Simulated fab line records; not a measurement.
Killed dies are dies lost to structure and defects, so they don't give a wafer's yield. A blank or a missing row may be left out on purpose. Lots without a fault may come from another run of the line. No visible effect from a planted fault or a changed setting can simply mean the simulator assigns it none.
fab line records    flow sky130
record lots=12  wafers=36  last_day=50
route steps=708 shown POLY_CUT@316 RES_XHIGH@341 SD_N@351 PAD_OPEN@708
lots with no fault: from the same line, run without faults
start_h: start of the lot's first displayed wafer, in hours after the record's first day    wait_h: hours since the lot's step before    " the same as in the row above    L1.1+2: a row that stands for several wafers    - no value, or no start was given    * or withheld: withheld    < > ~ a bound
route shown NAME@n: NAME is a module with steps in the file, n the number in the route of the first one    usual: mean/standard deviation taken from wafers without a fault    same: alike in all rows    chamber/n: place in a boat    sites: each site's reading    _std_site: standard deviation across them    _edge_site: outer sites' mean less inner sites'    radius_mm: for every site, how far away it sits from the centre of the wafer    mask NAME#n: copy n    behind: the tool/chamber that last shaped the wafer    hold: cause of the lot's hold/its duration in hours/its outcome    device: transistor that didn't switch, given as n, p or np    end of line: at the end of the route, the tests of the same wafers    a step with no rows: only its recipe    killed: at the first sort, the dies lost to defects and structure; wafer yield is something else    map: the dies of a wafer, with x for killed, . for not killed, _ for no die there
set.NAME: the run value of the setting; set.NAME@STEP: its run value at that earlier step    model.NAME: the simulator's own value behind a step, which no gauge read
a sample of lots followed through the steps of the route, with each step as a table and each wafer as a row
services: when a tool's chamber went out of use (start_h, in hours from the record's first day, below 0 if earlier), for how many hours, and the reason
## steps
# step SKY_POLY_CUT_OVL_MEAS_09
# usual POLY_CUT_OVL=2/4.7
lot.wafer  tool        chamber  start_h  wait_h  POLY_CUT_OVL[nm]
L604.1     overlay-02  -        553.71   0.1     5
L604.4     "           -        "        "       6
L604.6     "           -        "        "       7
L606.1     overlay-01  -        575.10   0.1     -1
L606.2     "           -        "        "       1
L606.5     "           -        "        "       -4
L607.2     overlay-02  -        580.55   0.1     8
L607.3     "           -        "        "       2
L607.5     "           -        "        "       -1
L608.1     overlay-02  -        599.34   0.1     3
L608.2     "           -        "        "       -2
L608.5     "           -        "        "       5
L609.2     overlay-02  -        603.90   0.1     0
L609.3     "           -        "        "       0
L609.5     "           -        "        "       0
L616.3     overlay-01  -        663.15   0.1     7
L616.4     "           -        "        "       7
L616.6     "           -        "        "       8
L617.2     overlay-01  -        673.80   0.1     1
L617.4     "           -        "        "       -3
L617.6     "           -        "        "       -10
L621.2     overlay-02  -        718.11   0.1     3
L621.3     "           -        "        "       8
L621.6     "           -        "        "       7
L623.1     overlay-01  -        726.86   0.1     7
L623.5     "           -        "        "       4
L623.6     "           -        "        "       1
L625.1     overlay-02  -        735.50   0.1     3
L625.2     "           -        "        "       8
L625.4     "           -        "        "       6
L626.1     overlay-02  -        741.59   0.1     -4
L626.3     "           -        "        "       3
L626.4     "           -        "        "       1
L627.2     overlay-02  -        744.90   0.1     -5
L627.5     "           -        "        "       1
L627.6     "           -        "        "       -10
# step SKY_POLY_CUT_ETCH_11
# recipe target=Si3N4  chemistry=CF4/CH2F2/Ar  stop_on=poly-Si  source_w=600  bias_w=150  pressure_mtorr=40  cf4_flow_sccm=40  ch2f2_flow_sccm=20  Ar_flow_sccm=150  time_s=42.5  target_depth_a=600
# usual drypump_motor_current_A=5.54/0.28  oes_product_au=0.830/0.0066  throttle_valve_pct=14.994/0.0093
lot.wafer  tool         chamber  start_h  wait_h  drypump_motor_current_A  oes_product_au  rf_hours_counter_h  throttle_valve_pct
L604.1     rie_diel-02  0        553.79   0.0     5.24                     0.834           54                  14.991
L604.4     "            3        "        "       5.49                     0.833           32                  15.009
L604.6     "            0        "        "       5.23                     0.826           -                   14.995
L606.1     rie_diel-03  3        575.18   0.0     5.54                     0.831           16                  14.985
L606.2     "            2        "        "       5.49                     0.830           4                   14.981
L606.5     "            1        "        "       5.37                     0.825           -                   14.995
L607.2     rie_diel-02  2        580.62   0.0     6.02                     0.827           2                   14.973
L607.3     "            1        "        "       5.06                     0.832           15                  14.992
L607.5     "            3        "        "       5.49                     0.828           -                   14.991
L608.1     rie_diel-02  3        599.42   0.0     5.51                     0.819           33                  14.982
L608.2     "            0        "        "       5.23                     0.826           55                  14.996
L608.5     "            2        "        "       6.03                     0.828           -                   14.985
L609.2     rie_diel-01  0        603.97   0.0     6.02                     0.840           23                  14.988
L609.3     "            3        "        "       5.50                     0.823           0                   14.991
L609.5     "            2        "        "       5.65                     0.831           -                   14.988
L616.3     rie_diel-03  2        663.22   0.0     5.54                     0.826           6                   15.006
L616.4     "            3        "        "       5.55                     0.829           18                  14.994
L616.6     "            3        "        "       5.55                     0.817           -                   15.002
L617.2     rie_diel-01  1        673.88   0.0     5.77                     0.822           21                  15.001
L617.4     "            3        "        "       5.46                     0.836           1                   14.998
L617.6     "            1        "        "       5.75                     0.847           -                   14.993
L621.2     rie_diel-03  3        718.19   0.0     5.58                     0.829           20                  14.993
L621.3     "            0        "        "       5.75                     0.831           9                   14.996
L621.6     "            0        "        "       5.74                     0.825           -                   14.991
L623.1     rie_diel-03  1        726.94   0.0     5.37                     0.823           12                  14.982
L623.5     "            2        "        "       5.52                     0.832           -                   14.998
L623.6     "            3        "        "       5.56                     0.825           -                   15.003
L625.1     rie_diel-02  2        735.58   0.0     6.01                     0.831           6                   14.977
L625.2     "            3        "        "       5.49                     0.826           37                  14.985
L625.4     "            0        "        "       5.26                     0.834           1                   14.994
L626.1     rie_diel-03  0        741.67   0.0     5.73                     0.827           9                   15.011
L626.3     "            3        "        "       5.56                     0.824           20                  15.005
L626.4     "            2        "        "       5.53                     0.827           8                   14.990
L627.2     rie_diel-02  0        744.97   0.0     5.20                     0.842           1                   14.976
L627.5     "            3        "        "       5.46                     0.841           -                   15.011
L627.6     "            2        "        "       6.01                     0.840           -                   14.987
# step SKY_RES_XHIGH_TW_MEAS_09
# usual RES_XHIGH_TW=1625/14
lot.wafer  tool           chamber  start_h  wait_h  RES_XHIGH_TW
L604.1     film_metro-02  -        613.35   0.1     1611
L604.4     "              -        "        "       1613
L604.6     "              -        "        "       1610
L606.1     film_metro-02  -        633.87   0.1     1623
L606.2     "              -        "        "       1630
L606.5     "              -        "        "       1620
L607.2     film_metro-03  -        638.78   0.1     1644
L607.3     "              -        "        "       1636
L607.5     "              -        "        "       1637
L608.1     film_metro-03  -        658.59   0.1     1634
L608.2     "              -        "        "       1642
L608.5     "              -        "        "       1639
L609.2     film_metro-02  -        662.19   0.1     1620
L609.3     "              -        "        "       1615
L609.5     "              -        "        "       1615
L616.3     film_metro-04  -        719.19   0.1     1631
L616.4     "              -        "        "       1629
L616.6     "              -        "        "       1628
L617.2     film_metro-03  -        729.94   0.1     1650
L617.4     "              -        "        "       1641
L617.6     "              -        "        "       1650
L621.2     film_metro-03  -        773.26   0.1     1645
L621.3     "              -        "        "       1654
L621.6     "              -        "        "       1659
L623.1     film_metro-02  -        780.97   0.1     1611
L623.5     "              -        "        "       1621
L623.6     "              -        "        "       1614
L625.1     film_metro-03  -        789.22   0.1     1656
L625.2     "              -        "        "       1654
L625.4     "              -        "        "       1649
L626.1     film_metro-03  -        795.92   0.1     1650
L626.3     "              -        "        "       1640
L626.4     "              -        "        "       1662
L627.2     film_metro-04  -        799.11   0.1     1616
L627.5     "              -        "        "       1624
L627.6     "              -        "        "       1621
# step SKY_SD_N_IMPLANT_09
# recipe species=As  energy_kev=50  dose_cm2=4e+15  tilt_deg=0
lot.wafer   tool          chamber  start_h  wait_h
L604.1+4+6  implanter-04  0        642.51   0.0
L604.1+4+6  implanter-04  0        642.83   0.3
L606.1+2+5  implanter-04  0        662.83   0.0
L607.2+3+5  implanter-03  0        667.43   0.0
L607.2+3+5  implanter-03  0        667.75   0.3
L608.1+2+5  implanter-01  0        686.81   0.0
L609.2+3+5  implanter-03  0        689.77   0.0
L609.2+3+5  implanter-03  0        690.09   0.3
L616.3+4+6  implanter-03  0        746.48   0.1
L617.2+4+6  implanter-01  0        756.39   0.0
L621.2+3+6  implanter-03  0        800.10   0.0
L623.1+5+6  implanter-01  0        807.06   0.0
L625.1+2+4  implanter-03  0        815.76   0.0
L626.1+3+4  implanter-03  0        821.04   0.0
L627.2+5+6  implanter-04  0        825.83   0.0
# step SKY_SD_N_STRIP_11
# recipe chemistry=O2/N2  power_w=1400  pressure_mtorr=1500  platen_temp_c=withheld  o2_flow_sccm=3000  n2_flow_sccm=300  overash_fraction=0.5
# usual drypump_motor_current_A=5.8/0.36  n2_flow_sccm=300.1/0.95  oes_product_au=0.527/0.0043  strip_time_to_endpoint_s=22.54/0.035
lot.wafer  tool             chamber  start_h  wait_h  drypump_motor_current_A  n2_flow_sccm  oes_product_au  rf_hours_counter_h  strip_time_to_endpoint_s
L604.1     plasma_asher-01  0        643.13   0.1     5.1                      299.3         0.511           84                  23.75
L604.4     "                1        "        "       5.7                      302.3         0.511           -                   23.84
L604.6     "                0        "        "       5.1                      298.7         0.512           -                   23.80
L606.1     plasma_asher-04  1        663.13   0.1     5.9                      299.8         0.529           54                  22.57
L606.2     "                0        "        "       5.7                      299.4         0.533           54                  22.55
L606.5     "                0        "        "       5.7                      299.6         0.527           -                   22.56
L607.2     plasma_asher-01  1        668.03   0.1     5.7                      298.9         0.506           86                  23.79
L607.3     "                1        "        "       5.7                      298.3         0.508           -                   23.78
L607.5     "                0        "        "       5.1                      300.1         0.508           -                   23.82
L608.1     plasma_asher-01  1        687.11   0.1     5.7                      300.7         0.531           88                  22.55
L608.2     "                0        "        "       5.1                      300.1         0.535           88                  22.52
L608.5     "                1        "        "       5.7                      300.8         0.529           -                   22.49
L609.2     plasma_asher-04  1        690.36   0.1     5.9                      302.3         0.516           57                  23.80
L609.3     "                0        "        "       5.7                      298.1         0.517           -                   23.79
L609.5     "                1        "        "       5.9                      301.9         0.511           -                   23.80
L616.3     plasma_asher-03  1        746.76   0.1     5.8                      300.9         0.518           -                   22.53
L616.4     "                0        "        "       6.5                      300.3         0.525           -                   22.58
L616.6     "                1        "        "       5.8                      299.6         0.524           -                   22.57
L617.2     plasma_asher-04  0        756.66   0.1     5.7                      300.1         0.521           64                  22.59
L617.4     "                0        "        "       5.7                      299.4         0.532           -                   22.55
L617.6     "                0        "        "       5.7                      299.9         0.527           -                   22.54
L621.2     plasma_asher-04  0        800.38   0.1     5.7                      300.6         0.522           66                  22.59
L621.3     "                0        "        "       5.7                      300.6         0.525           -                   22.53
L621.6     "                1        "        "       5.9                      300.2         0.524           -                   22.64
L623.1     plasma_asher-04  0        807.36   0.1     5.7                      300.6         0.529           67                  22.52
L623.5     "                0        "        "       5.7                      298.9         0.530           -                   22.53
L623.6     "                1        "        "       5.9                      299.6         0.528           -                   22.57
L625.1     plasma_asher-03  0        816.06   0.1     6.5                      300.2         0.525           8                   22.61
L625.2     "                1        "        "       5.8                      299.7         0.532           8                   22.57
L625.4     "                0        "        "       6.5                      301.5         0.520           -                   22.55
L626.1     plasma_asher-03  1        821.34   0.1     5.8                      300.8         0.526           8                   22.50
L626.3     "                0        "        "       6.5                      300.9         0.524           -                   22.51
L626.4     "                1        "        "       5.8                      299.2         0.525           -                   22.53
L627.2     plasma_asher-03  1        826.11   0.1     5.8                      302.0         0.530           9                   22.52
L627.5     "                0        "        "       6.5                      301.6         0.528           -                   22.47
L627.6     "                1        "        "       5.8                      301.1         0.531           -                   22.50
# step SKY_SD_N_RS_MEAS_16
# recipe thk_meas_gauge=four-point-probe
# usual SD_N_RS=68.54/0.13
lot.wafer  tool           chamber  start_h  wait_h  SD_N_RS[ohm/sq]
L604.1     film_metro-02  -        643.51   0.1     63.55
L604.4     "              -        "        "       63.70
L604.6     "              -        "        "       63.58
L606.1     film_metro-02  -        663.51   0.1     68.72
L606.2     "              -        "        "       68.60
L606.5     "              -        "        "       68.77
L607.2     film_metro-04  -        668.43   0.1     63.83
L607.3     "              -        "        "       63.72
L607.5     "              -        "        "       63.65
L608.1     film_metro-03  -        687.49   0.1     68.53
L608.2     "              -        "        "       68.58
L608.5     "              -        "        "       68.48
L609.2     film_metro-04  -        690.82   0.1     63.84
L609.3     "              -        "        "       63.96
L609.5     "              -        "        "       63.84
L616.3     film_metro-04  -        747.16   0.1     68.59
L616.4     "              -        "        "       68.55
L616.6     "              -        "        "       68.58
L617.2     film_metro-02  -        757.10   0.1     68.57
L617.4     "              -        "        "       68.60
L617.6     "              -        "        "       68.57
L621.2     film_metro-02  -        800.83   0.1     68.41
L621.3     "              -        "        "       68.43
L621.6     "              -        "        "       68.63
L623.1     film_metro-02  -        807.79   0.1     68.52
L623.5     "              -        "        "       68.52
L623.6     "              -        "        "       68.57
L625.1     film_metro-04  -        816.44   0.1     68.76
L625.2     "              -        "        "       68.56
L625.4     "              -        "        "       68.43
L626.1     film_metro-04  -        821.73   0.1     68.62
L626.3     "              -        "        "       68.53
L626.4     "              -        "        "       68.60
L627.2     film_metro-02  -        826.54   0.1     68.55
L627.5     "              -        "        "       68.54
L627.6     "              -        "        "       68.60
# step SKY_PAD_OPEN_PROBE_99
# usual killed_at_M0_to_M3=42/6.4  killed_at_M4_up=3.0/2  killed_at_contacts=24/5.2  killed_at_front_end=14/4.2  killed_at_other=0.4/0.72  killed_dies=84/9  killed_open=46/6.6  killed_short=38/6
# same gross_dies=492  killed_at_back_side=0
lot.wafer  tool       chamber  start_h  wait_h  killed_at_M0_to_M3  killed_at_M4_up  killed_at_contacts  killed_at_front_end  killed_at_other  killed_dies  killed_open  killed_short
L604.1     prober-01  -        1072.28  0.1     45                  2                25                  16                   0                88           55           33
L604.4     prober-01  -        1072.43  0.2     38                  3                14                  20                   1                76           40           36
L604.6     prober-01  -        1072.53  0.2     35                  2                24                  19                   0                80           41           38
L606.1     prober-01  -        1089.88  0.1     33                  2                16                  15                   0                66           41           25
L606.2     prober-01  -        1089.93  0.1     31                  2                18                  22                   0                73           38           35
L606.5     prober-01  -        1090.08  0.2     38                  4                17                  12                   0                71           37           34
L608.1     prober-01  -        1106.31  0.1     42                  2                20                  19                   2                85           50           34
L608.2     prober-01  -        1106.36  0.1     29                  1                24                  16                   2                72           40           31
L608.5     prober-01  -        1106.51  0.2     42                  3                26                  15                   0                86           49           37
L609.2     prober-02  -        1109.10  0.1     35                  2                29                  13                   0                79           45           34
L609.3     prober-02  -        1109.15  0.2     44                  2                20                  7                    0                73           38           35
L609.5     prober-02  -        1109.25  0.2     52                  2                24                  14                   1                93           48           45
L617.2     prober-02  -        1154.94  0.1     31                  3                34                  10                   0                78           47           31
L617.4     prober-02  -        1155.04  0.2     39                  2                21                  14                   1                77           41           36
L617.6     prober-02  -        1155.14  0.2     39                  1                28                  15                   0                83           45           38
L623.1     prober-01  -        1187.71  0.1     40                  2                22                  21                   1                86           53           33
L623.5     prober-01  -        1187.91  0.2     43                  2                19                  14                   1                79           45           34
L623.6     prober-01  -        1187.96  0.2     40                  3                25                  15                   1                84           38           46
L626.1     prober-02  -        1197.32  0.1     42                  1                25                  14                   0                82           43           39
L626.3     prober-02  -        1197.42  0.2     45                  6                35                  8                    0                94           51           42
L626.4     prober-02  -        1197.47  0.2     48                  2                30                  24                   0                104          59           45
# killed by level:class
L604.1 LI_CONTACT:geometric_particle:open=10 VIA1:geometric_particle:open=10 VIA3:geometric_particle:open=9 CONTACT:geometric_particle:open=7 METAL1:geometric_particle:short=6 FIELD_ISO:geometric_particle:open=4 FIELD_ISO:geometric_particle:short=4 CONTACT:geometric_particle:short=4
L604.4 METAL1:geometric_particle:short=10 VIA1:geometric_particle:open=9 POLY_GATE:geometric_particle:open=5 LI_CONTACT:geometric_particle:open=5 VIA2:geometric_particle:open=5 FIELD_ISO:geometric_particle:open=4 FIELD_ISO:geometric_particle:short=3 POLY_GATE:geometric_particle:short=3
L604.6 VIA1:geometric_particle:open=8 CONTACT:geometric_particle:open=8 LOCAL_INTERCONNECT:geometric_particle:short=6 VIA1:geometric_particle:short=6 VIA3:geometric_particle:open=6 FIELD_ISO:geometric_particle:open=5 POLY_GATE:geometric_particle:short=5 FIELD_ISO:geometric_particle:short=4
L606.1 VIA1:geometric_particle:open=9 VIA2:geometric_particle:open=8 FIELD_ISO:geometric_particle:open=5 FIELD_ISO:geometric_particle:short=5 METAL1:geometric_particle:short=4 LI_CONTACT:geometric_particle:open=4 LOCAL_INTERCONNECT:geometric_particle:short=4 CONTACT:geometric_particle:open=4
L606.2 VIA1:geometric_particle:open=7 CONTACT:geometric_particle:open=6 VIA3:geometric_particle:open=5 POLY_GATE:geometric_particle:open=5 POLY_GATE:geometric_particle:short=5 METAL2:geometric_particle:short=5 FIELD_ISO:geometric_particle:open=4 LI_CONTACT:geometric_particle:open=4
L606.5 VIA1:geometric_particle:open=7 METAL2:geometric_particle:short=6 CONTACT:geometric_particle:open=6 LI_CONTACT:geometric_particle:open=5 VIA2:geometric_particle:short=5 VIA3:geometric_particle:open=4 CONTACT:geometric_particle:short=4 POLY_GATE:geometric_particle:short=3
L608.1 LI_CONTACT:geometric_particle:open=10 VIA3:geometric_particle:open=9 VIA3:geometric_particle:short=8 POLY_GATE:geometric_particle:short=7 CONTACT:geometric_particle:open=7 VIA1:geometric_particle:open=6 VIA2:geometric_particle:open=6 POLY_GATE:geometric_particle:open=5
L608.2 LI_CONTACT:geometric_particle:open=10 VIA1:geometric_particle:open=7 CONTACT:geometric_particle:open=6 POLY_GATE:geometric_particle:short=4 LOCAL_INTERCONNECT:geometric_particle:short=4 VIA1:geometric_particle:short=4 FIELD_ISO:geometric_particle:short=3 POLY_GATE:geometric_particle:open=3
L608.5 VIA1:geometric_particle:open=10 VIA3:geometric_particle:open=9 LI_CONTACT:geometric_particle:open=7 METAL2:geometric_particle:short=7 VIA2:geometric_particle:open=7 CONTACT:geometric_particle:open=6 FIELD_ISO:geometric_particle:short=5 LI_CONTACT:geometric_particle:short=5
L609.2 VIA1:geometric_particle:open=10 CONTACT:geometric_particle:open=9 LOCAL_INTERCONNECT:geometric_particle:short=7 VIA1:geometric_particle:short=6 LI_CONTACT:geometric_particle:open=5 VIA2:geometric_particle:open=5 LI_CONTACT:geometric_particle:short=4 VIA2:geometric_particle:short=4
L609.3 CONTACT:geometric_particle:open=6 VIA1:geometric_particle:open=6 VIA1:geometric_particle:short=6 VIA2:geometric_particle:open=6 LI_CONTACT:geometric_particle:open=5 METAL1:geometric_particle:short=5 VIA2:geometric_particle:short=5 LOCAL_INTERCONNECT:geometric_particle:short=4
L609.5 CONTACT:geometric_particle:open=9 VIA3:geometric_particle:open=8 VIA1:geometric_particle:open=7 VIA2:geometric_particle:open=7 METAL1:geometric_particle:short=6 VIA1:geometric_particle:short=6 LI_CONTACT:geometric_particle:open=5 LOCAL_INTERCONNECT:geometric_particle:short=5
L617.2 CONTACT:geometric_particle:open=14 VIA1:geometric_particle:open=10 CONTACT:geometric_particle:short=6 VIA3:geometric_particle:open=6 LI_CONTACT:geometric_particle:open=5 LI_CONTACT:geometric_particle:short=4 LOCAL_INTERCONNECT:geometric_particle:short=4 METAL1:geometric_particle:short=4
L617.4 VIA2:geometric_particle:open=9 VIA1:geometric_particle:open=8 CONTACT:geometric_particle:open=7 VIA3:geometric_particle:open=6 FIELD_ISO:geometric_particle:short=5 POLY_GATE:geometric_particle:open=5 VIA3:geometric_particle:short=5 LI_CONTACT:geometric_particle:open=4
L617.6 VIA1:geometric_particle:open=15 CONTACT:geometric_particle:open=11 VIA3:geometric_particle:open=8 FIELD_ISO:geometric_particle:short=6 LOCAL_INTERCONNECT:geometric_particle:short=6 VIA1:geometric_particle:short=6 CONTACT:geometric_particle:short=5 POLY_GATE:geometric_particle:short=4
L623.1 VIA1:geometric_particle:open=10 CONTACT:geometric_particle:open=10 VIA2:geometric_particle:open=9 FIELD_ISO:geometric_particle:open=6 CONTACT:geometric_particle:short=5 METAL1:geometric_particle:short=5 VIA1:geometric_particle:short=5 VIA3:geometric_particle:open=4
L623.5 VIA1:geometric_particle:open=10 CONTACT:geometric_particle:open=9 METAL2:geometric_particle:short=7 VIA2:geometric_particle:open=6 POLY_GATE:geometric_particle:short=5 LI_CONTACT:geometric_particle:open=5 VIA3:geometric_particle:short=4 FIELD_ISO:geometric_particle:short=3
L623.6 VIA1:geometric_particle:open=10 LOCAL_INTERCONNECT:geometric_particle:short=9 METAL1:geometric_particle:short=8 VIA1:geometric_particle:short=6 POLY_GATE:geometric_particle:open=5 FIELD_ISO:geometric_particle:open=4 LI_CONTACT:geometric_particle:open=4 CONTACT:geometric_particle:short=4
L626.1 VIA1:geometric_particle:short=12 VIA1:geometric_particle:open=11 LI_CONTACT:geometric_particle:open=10 VIA3:geometric_particle:open=7 FIELD_ISO:geometric_particle:short=6 CONTACT:geometric_particle:open=6 LOCAL_INTERCONNECT:geometric_particle:short=5 METAL2:geometric_particle:short=4
L626.3 LI_CONTACT:geometric_particle:open=11 VIA3:geometric_particle:open=10 CONTACT:geometric_particle:open=9 VIA2:geometric_particle:open=8 CONTACT:geometric_particle:short=8 METAL1:geometric_particle:short=5 VIA3:geometric_particle:short=5 METAL4:geometric_particle:short=5
L626.4 LI_CONTACT:geometric_particle:open=12 VIA1:geometric_particle:open=10 FIELD_ISO:geometric_particle:open=9 CONTACT:geometric_particle:open=9 FIELD_ISO:geometric_particle:short=7 VIA2:geometric_particle:open=7 METAL2:geometric_particle:short=7 LOCAL_INTERCONNECT:geometric_particle:short=5
## services
tool             chamber  start_h  hours  kind
implanter-04     -        538.53   4.4    repair
implanter-04     -        551.31   2.2    repair
rie_diel-03      3        555.44   7.3    repair
implanter-03     -        585.79   9.0    pm
plasma_asher-04  -        595.33   1.9    repair
plasma_asher-04  -        616.86   3.0    repair
rie_diel-03      3        619.45   1.2    repair
rie_diel-02      -        638.78   5.4    repair
rie_diel-03      -        658.77   2.8    pm
plasma_asher-01  -        659.03   2.8    pm
rie_diel-02      -        678.79   2.8    pm
rie_diel-02      1        704.63   3.4    repair
implanter-03     -        717.34   2.8    pm
implanter-04     -        722.37   0.8    repair
rie_diel-02      0        724.29   1.7    repair
plasma_asher-03  -        733.75   9.0    pm
implanter-04     -        748.29   2.5    repair
rie_diel-03      3        753.62   11.4   repair
plasma_asher-04  -        764.56   15.6   pm
rie_diel-03      2        780.34   10.8   repair
rie_diel-02      2        781.62   3.8    repair
implanter-01     -        795.01   4.0    pm
rie_diel-02      2        806.24   23.3   repair
plasma_asher-03  -        810.13   3.1    repair
## key
first_sign step=SKY_SD_N_IMPLANT_09  reading=visit  direction=added
effect step=SKY_SD_N_STRIP_11  reading=strip_time_to_endpoint_s  direction=up  sigmas=36  usual=*  struck=*
effect step=SKY_SD_N_RS_MEAS_16  reading=SD_N_RS  direction=down  sigmas=38  usual=68.54  struck=63.74
met_at SKY_SD_N_IMPLANT_09
struck_lots L604,L607,L609
tester_left_out L604,L607,L609
not_acting_at SKY_POLY_CUT_OVL_MEAS_09,SKY_POLY_CUT_ETCH_11,SKY_RES_XHIGH_TW_MEAS_09
fault kind=repeated_step_whole  tool=implanter-01,implanter-03,implanter-04  chamber=-  onset_h=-  steps=SKY_SD_N_IMPLANT_09  times=1  scope=struck_lots_only
# tester_left_out: of these lots the tester's yield and bins aren't shown, on N5 and GAA mostly nor the transistor test; their killed dies are dies lost to structure and defects alone, not to doping, threshold or leakage, so they don't give the yield
